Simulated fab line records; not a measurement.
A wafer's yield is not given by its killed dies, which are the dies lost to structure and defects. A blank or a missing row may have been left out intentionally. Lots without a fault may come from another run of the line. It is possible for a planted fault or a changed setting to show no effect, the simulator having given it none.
Which of the tools did it? -- flow gf180mcu -- 12 lots with 36 wafers sampled at 6 steps, on a route of 602 steps

== WHAT THE GAUGES SHOWED, per wafer ==
GF_NWELL_OVL_MEAS_07. Usual: NWELL_OVL 0.8 nm, standard deviation 1.3.
lot,measured,on,NWELL_OVL (nm),flag
L220,day 3 17:37,overlay-01,0.6 0.2 1.0,
L222,day 4 01:22,overlay-02,-0.4 -1.0 -0.8,
L228,day 5 03:44,overlay-01,0.9 2.8 -0.5,
L229,day 5 08:04,overlay-01,2.7 1.8 2.7,
L231,day 5 20:32,overlay-01,-1.3 -1.6 -1.2,
L234,day 6 12:14,overlay-01,0.6 1.4 -0.7,
L236,day 6 22:20,overlay-02,2.4 3.3 2.4,
L239,day 7 16:09,overlay-02,0.5 -0.5 1.1,
L240,day 7 19:51,overlay-02,0.8 2.9 0.5,
L241,day 8 05:15,overlay-01,0.4 0.7 1.1,
L242,day 8 07:31,overlay-01,1.7 -1.4 1.2,
L243,day 8 12:06,overlay-02,-0.3 0.7 2.2,

GF_LVPWELL_TW_MEAS_11. Usual: LVPWELL_TW 556, standard deviation 5.7.
lot,measured,on,LVPWELL_TW,flag
L220,day 4 07:29,filmMetro-04,564 563 561,
L222,day 4 16:02,filmMetro-02,553 554 552,
L228,day 5 18:24,filmMetro-02,547 545 550,
L229,day 5 23:22,filmMetro-03,672 669 670,OFF
L231,day 6 11:50,filmMetro-02,548 548 548,
L234,day 7 04:09,filmMetro-02,659 661 663,OFF
L236,day 7 15:42,filmMetro-04,674 675 678,OFF
L239,day 8 09:19,filmMetro-02,553 550 552,
L240,day 8 12:38,filmMetro-04,563 564 564,
L241,day 8 22:28,filmMetro-03,556 561 557,
L242,day 9 00:23,filmMetro-02,557 557 551,
L243,day 9 04:58,filmMetro-03,565 561 562,

GF_MVPSD_OVL_MEAS_07. Usual: MVPSD_OVL -1.1 nm, standard deviation 1.4.
lot,measured,on,MVPSD_OVL (nm),flag
L220,day 5 11:27,overlay-02,-1.8 -1.8 -0.6,
L222,day 5 19:24,overlay-02,-0.2 -0.9 -0.3,
L228,day 6 23:43,overlay-02,-3.6 -3.8 -0.7,
L229,day 7 05:52,overlay-01,-1.4 -2.8 -3.0,
L231,day 7 18:03,overlay-01,-0.5 -0.6 -0.2,
L234,day 8 11:45,overlay-01,-1.7 -0.9 -0.1,
L236,day 9 00:48,overlay-02,-0.5 -2.2 -0.7,
L239,day 9 18:54,overlay-02,-1.9 0.5 -4.0,
L240,day 9 22:12,overlay-02,1.3 0.6 1.2,
L241,day 10 08:45,overlay-02,-0.2 -2.1 -2.5,
L242,day 10 11:01,overlay-02,0.1 1.2 -0.5,
L243,day 10 16:27,overlay-01,-1.7 -0.5 -0.1,

GF_VT_IMPLANT_RS_MEAS_48: measures by four-point-probe. Usual: LVPWELL_RS 1197 ohm/sq, standard deviation 3.4.
lot,measured,on,LVPWELL_RS (ohm/sq),flag
L220,day 8 01:13,filmMetro-03,1198 1197 1197,
L222,day 8 10:49,filmMetro-02,1196 1197 1197,
L228,day 9 17:44,filmMetro-04,1195 1199 1199,
L229,day 10 00:02,filmMetro-02,837 842 839,OFF
L231,day 10 15:05,filmMetro-04,1199 1200 1205,
L234,day 11 10:41,filmMetro-04,843 840 840,OFF
L236,day 12 01:26,filmMetro-02,835 836 834,OFF
L239,day 12 22:41,filmMetro-04,1200 1202 1199,
L240,day 13 02:41,filmMetro-04,1199 1200 1196,
L241,day 13 15:41,filmMetro-03,1200 1202 1200,
L242,day 13 16:45,filmMetro-02,1192 1195 1194,
L243,day 14 00:34,filmMetro-02,1196 1193 1193,

== EACH LOT AND THE TOOL THAT RAN IT (in order: tool; ch and the chambers of the sampled wafers; start) ==
lot,GF_LVPWELL_IMPLANT_08,GF_MVPSD_STRIP_10
L220,"implanter-01 ch 0, day 4 07:05","plasmaAsher-02 ch 1, day 5 11:47"
L222,"implanter-04 ch 0, day 4 15:38","plasmaAsher-03 ch 0,1, day 5 19:44"
L228,"implanter-02 ch 0, day 5 18:01","plasmaAsher-01 ch 0,1, day 7 00:02"
L229,"implanter-01 ch 0, day 5 22:40","plasmaAsher-02 ch 0,1, day 7 06:11"
L231,"implanter-01 ch 0, day 6 11:26","plasmaAsher-03 ch 1, day 7 18:23"
L234,"implanter-02 ch 0, day 7 03:26","plasmaAsher-03 ch 0,1, day 8 12:05"
L236,"implanter-04 ch 0, day 7 14:59","plasmaAsher-01 ch 0,1, day 9 01:08"
L239,"implanter-01 ch 0, day 8 08:55","plasmaAsher-03 ch 0,1, day 9 19:14"
L240,"implanter-01 ch 0, day 8 12:14","plasmaAsher-03 ch 0,1, day 9 22:32"
L241,"implanter-02 ch 0, day 8 22:04","plasmaAsher-02 ch 0,1, day 10 09:05"
L242,"implanter-02 ch 0, day 9 00:00","plasmaAsher-01 ch 0,1, day 10 11:20"
L243,"implanter-04 ch 0, day 9 04:34","plasmaAsher-03 ch 0,1, day 10 16:47"
- GF_LVPWELL_IMPLANT_08
- GF_MVPSD_STRIP_10: strips in O2/N2.

== AS READ BY THE TOOLS THEMSELVES (means over the sampled wafers that have a number; for cases with no such wafer, the mark the record gives instead) ==
GF_LVPWELL_IMPLANT_08. Usual: faradayCurrentUA 84.5, standard deviation 1.6.
lot,tool,faradayCurrentUA,flag
L220,implanter-01,83.6,
L222,implanter-04,83.6,
L228,implanter-02,84.8,
L229,implanter-01,84.9,
L231,implanter-01,84.3,
L234,implanter-02,85.6,
L236,implanter-04,85.2,
L239,implanter-01,84.1,
L240,implanter-01,83.4,
L241,implanter-02,84.6,
L242,implanter-02,84.1,
L243,implanter-04,84.2,

GF_MVPSD_STRIP_10. Usual: drypumpMotorCurrentA 6.0 A, standard deviation 0.32; heaterPowerW 328 W, standard deviation 14; o2FlowSccm 3000 sccm, standard deviation 9; oesProductAu 0.722 a.u., standard deviation 0.0045; stripTimeToEndpointS 36.98 s, standard deviation 0.1.
lot,tool,drypumpMotorCurrentA (A),heaterPowerW (W),o2FlowSccm (sccm),oesProductAu (a.u.),stripTimeToEndpointS (s),flag
L220,plasmaAsher-02,5.7,355,3001,0.722,37.15,
L222,plasmaAsher-03,6.3,331,3000,0.718,36.99,
L228,plasmaAsher-01,5.7,323,3003,0.722,36.93,
L229,plasmaAsher-02,5.8,337,2998,0.721,37.01,
L231,plasmaAsher-03,6.1,323,2990,0.723,37.07,
L234,plasmaAsher-03,6.3,331,2999,0.720,36.86,
L236,plasmaAsher-01,5.5,314,2999,0.721,37.06,
L239,plasmaAsher-03,6.1,328,2990,0.724,37.04,
L240,plasmaAsher-03,6.3,333,2997,0.724,37.08,
L241,plasmaAsher-02,5.9,319,2997,0.720,36.76,
L242,plasmaAsher-01,5.5,318,3002,0.726,36.89,
L243,plasmaAsher-03,6.3,329,2998,0.715,36.87,

== THE ANSWER, worked out from the rows above alone ==
Rule: lot off if the mean of its wafers having a number is beyond 3 standard deviations from the usual mean. Also off: a lot with no number at a reading for which 4 or more lots have one. Any other lot the step has rows for is counted as sound. After the gauges, taken in route order, come the tools' own readings; for these a lot's mean is taken, as printed above. The first step at which some lot is off is used, and at that step the reading that is off furthest; a lot without a number counts as furthest.
Off: L229, L234, L236, at GF_LVPWELL_TW_MEAS_11 (LVPWELL_TW).
If a tool, at a process step before that reading, ran all the lots that are off and no sound lot after the first of them, it fits. The gauges at GF_LVPWELL_TW_MEAS_11 are tried like those tools. Of those tried, none fits.

== WHAT HAD BEEN PUT IN BY THE SIMULATOR ==
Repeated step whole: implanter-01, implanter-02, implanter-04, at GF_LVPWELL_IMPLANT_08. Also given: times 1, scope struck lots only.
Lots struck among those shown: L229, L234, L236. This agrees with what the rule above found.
